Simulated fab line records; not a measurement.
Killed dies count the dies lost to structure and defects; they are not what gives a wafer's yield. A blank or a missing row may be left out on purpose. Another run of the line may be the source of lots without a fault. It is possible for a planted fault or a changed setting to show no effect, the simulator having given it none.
Chamber matching || flow gf180mcu || GF_V3_ETCH_16 on rieDiel-01 has 4 sister chambers
The step etches BARC in N2/H2. 8 wafers are shown with their chamber, then 6 later ones without.

## WAFERS WITH THEIR CHAMBER
{"wafer": "L077.2", "chamber": 0, "drypumpMotorCurrentA (A)": 5.7, "oesProductAu (a.u.)": 0.856}
{"wafer": "L077.6", "chamber": 1, "drypumpMotorCurrentA (A)": 6.5, "oesProductAu (a.u.)": 0.859}
{"wafer": "L080.4", "chamber": 0, "drypumpMotorCurrentA (A)": 5.7, "oesProductAu (a.u.)": 0.854}
{"wafer": "L083.1", "chamber": 3, "drypumpMotorCurrentA (A)": 5.9, "oesProductAu (a.u.)": 0.855}
{"wafer": "L083.4", "chamber": 1, "drypumpMotorCurrentA (A)": 6.5, "oesProductAu (a.u.)": 0.855}
{"wafer": "L083.6", "chamber": 3, "drypumpMotorCurrentA (A)": 5.9, "oesProductAu (a.u.)": 0.845}
{"wafer": "L085.2", "chamber": 2, "drypumpMotorCurrentA (A)": 5.9, "oesProductAu (a.u.)": 0.848}
{"wafer": "L085.6", "chamber": 2, "drypumpMotorCurrentA (A)": 6.0, "oesProductAu (a.u.)": 0.846}

## WAFERS WITH NO CHAMBER GIVEN
{"wafer": "L089.2", "drypumpMotorCurrentA (A)": 5.9, "oesProductAu (a.u.)": 0.865}
{"wafer": "L089.5", "drypumpMotorCurrentA (A)": 5.9, "oesProductAu (a.u.)": 0.852}
{"wafer": "L089.6", "drypumpMotorCurrentA (A)": 6.0, "oesProductAu (a.u.)": 0.849}
{"wafer": "L095.1", "drypumpMotorCurrentA (A)": 6.0, "oesProductAu (a.u.)": 0.854}
{"wafer": "L095.3", "drypumpMotorCurrentA (A)": 5.9, "oesProductAu (a.u.)": 0.849}
{"wafer": "L095.4", "drypumpMotorCurrentA (A)": 6.4, "oesProductAu (a.u.)": 0.859}

## WHICH CHAMBER EACH WENT THROUGH
{"wafer": "L089.2", "from the rows above": "can't be placed: 3 or 2", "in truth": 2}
{"wafer": "L089.5", "from the rows above": "can't be placed: 3 or 2", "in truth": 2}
{"wafer": "L089.6", "from the rows above": "can't be placed: 2 or 3", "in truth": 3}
{"wafer": "L095.1", "from the rows above": "can't be placed: 2 or 3", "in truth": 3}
{"wafer": "L095.3", "from the rows above": "can't be placed: 3 or 2", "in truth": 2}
{"wafer": "L095.4", "from the rows above": 1, "in truth": 1}
Placed correctly: 1 of 6. From these rows, 5 cannot be placed; in 5 the true chamber is one of the candidates. 0 placed wrongly.
How it was worked out, from the rows above alone: a wafer's distance from a chamber is the root of the sum, over the readings, of the square of ((its reading less the chamber's mean) divided by the reading's scatter). The wafer belongs to the nearest chamber; if the next one is less than 2 further off, it can't be placed. The mean given for a chamber averages the wafers shown for that chamber. The scatter: the root of (the sum of the squares of (reading less its chamber's mean) over the shown wafers, divided by (wafers less chambers)).
